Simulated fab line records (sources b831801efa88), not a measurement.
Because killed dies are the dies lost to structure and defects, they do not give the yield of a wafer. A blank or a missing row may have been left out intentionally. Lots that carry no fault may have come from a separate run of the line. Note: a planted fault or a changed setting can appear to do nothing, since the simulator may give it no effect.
fab line records | flow sky130
[record] lots = 15 wafers = 45 last-day = 50
route steps=708 shown VT_ADJUST_PCH@147 SD_N@349 LOCAL_INTERCONNECT@388
lots with no fault: from the same line, run without faults
start-h: hours from the record's first day to the start of the lot's first wafer shown | wait-h: time in hours since the lot's previous step | " unchanged from the row above | L1.1+2: a row that stands for several wafers | - no value, or no start given | * or withheld: withheld | < > ~ a bound
route shown NAME@n: a module of which the file shows steps, and the number in the route of the first | usual: mean/standard deviation taken from wafers without a fault | same: alike in all rows | chamber/n: place in a boat | sites: per-site readings | _std_site: their standard deviation | _edge_site: the outer-site mean with the inner-site mean subtracted | radius-mm: how far each site lies from the wafer's centre | mask NAME#n: copy n | behind: the tool/chamber that last shaped the wafer | hold: cause of the lot's hold/its duration in hours/its outcome | device: whichever transistor did not switch (one of n, p or np) | end of line: the tests these same wafers got at the end of their route | for a step that has no rows: nothing shown but its recipe | killed: the dies lost at the first sort to structure and to defects; this is not the yield of the wafer | map: shows each die of a wafer: x if killed, . if not, _ if none is there
set.NAME: setting as actually run; set.NAME@STEP: the setting as run at that earlier step | model.NAME: the simulator's own value behind a step, which no gauge read
the route's steps for a sample of lots (tables are steps, rows are wafers)
services: a tool's chamber out of use, with start hour (start-h, from the record's first day; less than 0 if before it), hours out, and reason
[[steps]]
[step SKY_VT_ADJUST_PCH_EXPOSE_04]
[recipe] mask-id = NWM na = 0.6 source-shape = conventional sigma-outer = 0.6 polarization = unpolarized target-cd-nm = 840 dose-mj = 255
[usual] exposure-dose-mJ-cm2 = 254.98/0.26 focus-offset-nm = 0.0/0.45
// columns lot.wafer tool chamber start-h wait-h mask exposure-dose-mJ-cm2 focus-offset-nm
L151.2 iline-stepper-01 0 218.36 - NWM#0 255.02 -0.6
L151.3 " 0 " " NWM#0 254.53 -0.6
L151.4 " 0 " " NWM#0 254.83 0.0
L153.1 iline-stepper-01 0 229.24 - NWM#0 255.03 0.1
L153.4 " 0 " " NWM#0 254.83 -0.1
L153.5 " 0 " " NWM#0 254.78 0.6
L154.1 iline-stepper-01 0 243.74 - NWM#0 254.94 -0.6
L154.4 " 0 " " NWM#0 254.56 0.0
L154.6 " 0 " " NWM#0 254.75 -0.1
L158.2 iline-stepper-01 0 274.14 - NWM#0 255.12 0.2
L158.5 " 0 " " NWM#0 254.97 -0.5
L158.6 " 0 " " NWM#0 255.18 0.0
L160.1 iline-stepper-01 0 281.54 - NWM#0 255.00 0.1
L160.2 " 0 " " NWM#0 254.98 0.6
L160.5 " 0 " " NWM#0 255.08 0.2
L161.1 iline-stepper-02 0 292.61 - NWM#0 255.16 0.2
L161.2 " 0 " " NWM#0 254.86 0.5
L161.3 " 0 " " NWM#0 254.74 0.1
L162.1 iline-stepper-01 0 301.63 - NWM#0 255.27 -0.1
L162.3 " 0 " " NWM#0 255.05 -0.5
L162.4 " 0 " " NWM#0 255.46 0.1
L163.1 iline-stepper-01 0 308.51 - NWM#0 254.94 -0.1
L163.3 " 0 " " NWM#0 255.20 0.1
L163.6 " 0 " " NWM#0 254.72 -0.1
L164.2 iline-stepper-01 - 317.43 - NWM#0 - -
L164.4 " - " " NWM#0 - -
L164.6 " - " " NWM#0 - -
L165.1 iline-stepper-01 - 321.64 - NWM#0 - -
L165.3 " - " " NWM#0 - -
L165.6 " - " " NWM#0 - -
L166.1 iline-stepper-02 - 331.16 - NWM#0 - -
L166.3 " - " " NWM#0 - -
L166.6 " - " " NWM#0 - -
L167.4 iline-stepper-02 0 337.84 - NWM#0 255.20 0.1
L167.5 " 0 " " NWM#0 255.20 -1.1
L167.6 " 0 " " NWM#0 255.63 -0.7
L172.1 iline-stepper-01 0 373.84 - NWM#0 255.28 0.3
L172.5 " 0 " " NWM#0 255.36 -0.1
L172.6 " 0 " " NWM#0 255.18 -0.1
L173.2 iline-stepper-02 0 383.67 - NWM#0 255.19 0.6
L173.3 " 0 " " NWM#0 254.72 0.0
L173.5 " 0 " " NWM#0 255.23 0.0
L174.1 iline-stepper-01 0 392.61 - NWM#0 255.16 0.5
L174.5 " 0 " " NWM#0 255.12 0.6
L174.6 " 0 " " NWM#0 255.29 0.0
[step SKY_SD_N_CD_MEAS_07]
[recipe] target-cd-nm = 380
[usual] cd-nm = 380.6/1.7
// columns lot.wafer tool chamber start-h wait-h cd-nm
L151.2 cd-sem-02 - 656.46 0.1 378.2
L151.3 " - " " 377.3
L151.4 " - " " 378.7
L153.1 cd-sem-01 - 668.31 0.2 380.2
L153.4 " - " " 382.9
L153.5 " - " " 380.3
L154.1 cd-sem-01 - 688.27 0.1 380.8
L154.4 " - " " 378.1
L154.6 " - " " 376.5
L158.2 cd-sem-01 - 727.79 0.1 380.2
L158.5 " - " " 382.3
L158.6 " - " " 379.4
L160.1 cd-sem-02 - 734.84 0.2 381.1
L160.2 " - " " 380.6
L160.5 " - " " 382.5
L161.1 cd-sem-02 - 743.84 0.1 381.4
L161.2 " - " " 381.3
L161.3 " - " " 382.8
L162.1 cd-sem-02 - 752.22 0.1 382.8
L162.3 " - " " 382.0
L162.4 " - " " 384.9
L163.1 cd-sem-01 - 760.84 0.1 382.7
L163.3 " - " " 382.5
L163.6 " - " " 382.1
L165.1 cd-sem-01 - 780.49 0.1 380.4
L165.3 " - " " 381.5
L165.6 " - " " 381.5
L164.2 cd-sem-02 - 781.41 0.1 382.3
L164.4 " - " " 380.8
L164.6 " - " " 378.1
L166.1 cd-sem-02 - 782.07 0.1 379.7
L166.3 " - " " 381.4
L166.6 " - " " 380.9
L167.4 cd-sem-02 - 783.03 0.1 380.1
L167.5 " - " " 380.4
L167.6 " - " " 381.9
L172.1 cd-sem-02 - 815.07 0.1 381.8
L172.5 " - " " 380.9
L172.6 " - " " 381.1
L173.2 cd-sem-02 - 824.58 0.2 379.6
L173.3 " - " " 378.9
L173.5 " - " " 381.2
L174.1 cd-sem-02 - 828.89 0.1 379.6
L174.5 " - " " 380.7
L174.6 " - " " 378.5
[step SKY_LOCAL_INTERCONNECT_RS_MEAS_01]
[recipe] thk-meas-gauge = four-point-probe reads = TiN_of_LOCAL_INTERCONNECT_SPUTTER_00
[usual] LOCAL_INTERCONNECT_TIN_RS = 14.15/0.15
// columns lot.wafer tool chamber start-h wait-h LOCAL_INTERCONNECT_TIN_RS[ohm/sq]
L151.2 film-metro-03 - 688.04 0.1 14.28
L151.3 " - " " 14.30
L151.4 " - " " 14.35
L153.1 film-metro-03 - 700.54 0.0 13.92
L153.4 " - " " 13.88
L153.5 " - " " 13.89
L154.1 film-metro-02 - 719.22 0.0 14.18
L154.4 " - " " 14.18
L154.6 " - " " 14.19
L158.2 film-metro-03 - 758.64 0.1 13.89
L158.5 " - " " 13.91
L158.6 " - " " 13.86
L160.1 film-metro-03 - 764.94 0.0 14.15
L160.2 " - " " 14.39
L160.5 " - " " 14.04
L161.1 film-metro-01 - 773.91 0.0 13.98
L161.2 " - " " 14.11
L161.3 " - " " 14.02
L162.1 film-metro-01 - 783.46 0.0 14.00
L162.3 " - " " 14.04
L162.4 " - " " 13.93
L163.1 film-metro-03 - 790.25 0.0 14.24
L163.3 " - " " 14.15
L163.6 " - " " 14.11
L165.1 film-metro-01 - 810.05 0.0 14.16
L165.3 " - " " 14.05
L165.6 " - " " 14.03
L164.2 film-metro-02 - 811.54 0.1 14.27
L164.4 " - " " 14.26
L164.6 " - " " 14.11
L166.1 film-metro-02 - 812.65 0.0 14.22
L166.3 " - " " 14.24
L166.6 " - " " 14.19
L167.4 film-metro-01 - 812.81 0.1 14.10
L167.5 " - " " 14.01
L167.6 " - " " 14.02
L172.1 film-metro-02 - 844.22 0.0 14.30
L172.5 " - " " 14.44
L172.6 " - " " 14.38
L173.2 film-metro-03 - 854.07 0.1 14.20
L173.3 " - " " 14.21
L173.5 " - " " 14.23
L174.1 film-metro-01 - 857.92 0.0 14.16
L174.5 " - " " 14.06
L174.6 " - " " 14.17
[step SKY_LOCAL_INTERCONNECT_ETCH_13]
[recipe] chemistry = N2/H2 target = BARC ion-energy-ev = 200 bias-w = 100 pressure-mtorr = 30 n2-flow-sccm = 100 h2-flow-sccm = 200 icp-w = 500 stop-on = SiO2 time-s = 45.9 target-depth-a = 600
[usual] drypump-motor-current-A = 5.7/0.51 oes-product-au = 0.855/0.0048 throttle-valve-pct = 13.225/0.0086
// columns lot.wafer tool chamber start-h wait-h drypump-motor-current-A oes-product-au rf-hours-counter-h throttle-valve-pct
L151.2 rie-metal-01 0 716.09 0.0 6.0 0.852 13 13.208
L151.3 " 0 " " 6.0 0.854 - 13.227
L151.4 " 1 " " 5.0 0.861 - 13.215
L153.1 rie-metal-04 1 728.97 0.0 6.4 0.849 12 13.219
L153.4 " 0 " " 5.8 0.848 - 13.226
L153.5 " 1 " " 6.4 0.861 - 13.223
L154.1 rie-metal-02 1 747.59 0.0 5.9 0.854 13 13.243
L154.4 " 0 " " 5.0 0.857 - 13.237
L154.6 " 1 " " 6.0 0.851 - 13.235
L158.2 rie-metal-01 1 785.24 0.0 5.0 0.852 14 13.217
L158.5 " 0 " " 6.0 0.854 - 13.207
L158.6 " 1 " " 5.0 0.853 - 13.222
L160.1 rie-metal-02 1 791.52 0.0 5.9 0.856 15 13.221
L160.2 " 1 " " 5.9 0.859 - 13.235
L160.5 " 1 " " 5.9 0.856 - 13.228
L161.1 rie-metal-02 1 800.29 0.0 5.9 0.854 16 13.234
L161.2 " 1 " " 5.9 0.848 - 13.221
L161.3 " 1 " " 6.0 0.856 - 13.212
L162.1 rie-metal-02 0 811.16 0.0 5.0 0.845 0 13.225
L162.3 " 0 " " 5.0 0.857 - 13.215
L162.4 " 0 " " 5.0 0.862 - 13.238
L163.1 rie-metal-01 1 817.74 0.0 5.0 0.855 15 13.219
L163.3 " 1 " " 5.1 0.853 - 13.232
L163.6 " 1 " " 5.0 0.844 - 13.217
L165.1 rie-metal-04 1 836.19 0.0 6.5 0.848 16 13.219
L165.3 " 1 " " 6.5 0.864 - 13.233
L165.6 " 0 " " 5.8 0.859 - 13.226
L164.2 rie-metal-02 0 838.11 0.0 5.0 0.843 2 13.227
L164.4 " 1 " " 5.9 0.850 - 13.237
L164.6 " 0 " " 5.0 0.850 - 13.224
L166.1 rie-metal-01 1 839.14 0.0 5.0 0.851 16 13.238
L166.3 " 0 " " 6.0 0.858 - 13.221
L166.6 " 1 " " 5.0 0.841 - 13.230
L167.4 rie-metal-04 0 839.29 0.0 5.8 0.857 - 13.227
L167.5 " 1 " " 6.4 0.854 - 13.235
L167.6 " 0 " " 5.7 0.854 - 13.235
L172.1 rie-metal-01 0 870.46 0.0 6.0 0.862 2 13.217
L172.5 " 1 " " 5.0 0.855 - 13.229
L172.6 " 0 " " 6.0 0.859 - 13.231
L173.2 rie-metal-04 0 880.54 0.0 5.7 0.852 9 13.217
L173.3 " 0 " " 5.8 0.857 - 13.238
L173.5 " 1 " " 6.5 0.850 - 13.233
L174.1 rie-metal-02 1 883.84 0.0 5.9 0.855 2 13.236
L174.5 " 1 " " 5.9 0.852 - 13.221
L174.6 " 0 " " 5.0 0.856 - 13.237
[[services]]
// columns tool chamber start-h hours kind
iline-stepper-01 - 205.17 4.4 pm
iline-stepper-02 - 222.18 0.6 repair
iline-stepper-01 - 232.05 1.8 repair
rie-metal-04 - 249.08 1.4 pm
iline-stepper-02 - 251.47 40.1 repair
rie-metal-02 - 253.24 0.2 repair
rie-metal-02 1 254.86 17.1 repair
iline-stepper-02 - 319.81 8.9 pm
rie-metal-02 0 324.95 19.3 repair
rie-metal-01 1 327.67 17.6 repair
iline-stepper-01 - 333.84 1.2 repair
iline-stepper-02 - 399.88 4.4 pm
iline-stepper-01 - 404.33 1.7 pm
rie-metal-02 0 440.70 5.3 repair
rie-metal-02 - 462.25 1.4 pm
rie-metal-02 1 467.94 13.6 repair
rie-metal-04 0 468.15 2.9 repair
iline-stepper-01 - 619.67 1.7 pm
iline-stepper-01 - 622.93 1.3 repair
rie-metal-02 0 648.89 11.2 repair
rie-metal-02 - 768.54 14.6 pm
iline-stepper-01 - 791.77 4.7 repair
iline-stepper-01 - 837.85 1.7 pm
rie-metal-01 0 853.08 4.1 repair
[[key]]
[first-sign] step = SKY_VT_ADJUST_PCH_EXPOSE_04 reading = tool-record direction = missing
effect none on later readings
met-at SKY_VT_ADJUST_PCH_EXPOSE_04
struck-lots L164,L165,L166
sort-left-out L164.2,L164.4,L164.6,L165.1,L165.3,L165.6,L166.1,L166.3,L166.6
tester-left-out L164,L165,L166
not-acting-at SKY_SD_N_CD_MEAS_07,SKY_LOCAL_INTERCONNECT_RS_MEAS_01,SKY_LOCAL_INTERCONNECT_ETCH_13
onset-between 308.51 317.43
[fault] kind = skipped-step-whole tool = iline-stepper-01,iline-stepper-02 chamber = - onset-h = 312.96 steps = SKY_VT_ADJUST_PCH_EXPOSE_04 scope = struck-lots-only
// tester-left-out: of these lots the tester's yield and bins aren't shown, on N5 and GAA mostly nor the transistor test; their killed dies are dies lost to structure and defects alone, not to doping, threshold or leakage, so they don't give the yield
// sort-left-out: the simulated sort isn't trusted on such a fault, so these wafers' sort isn't shown, and their yield isn't known
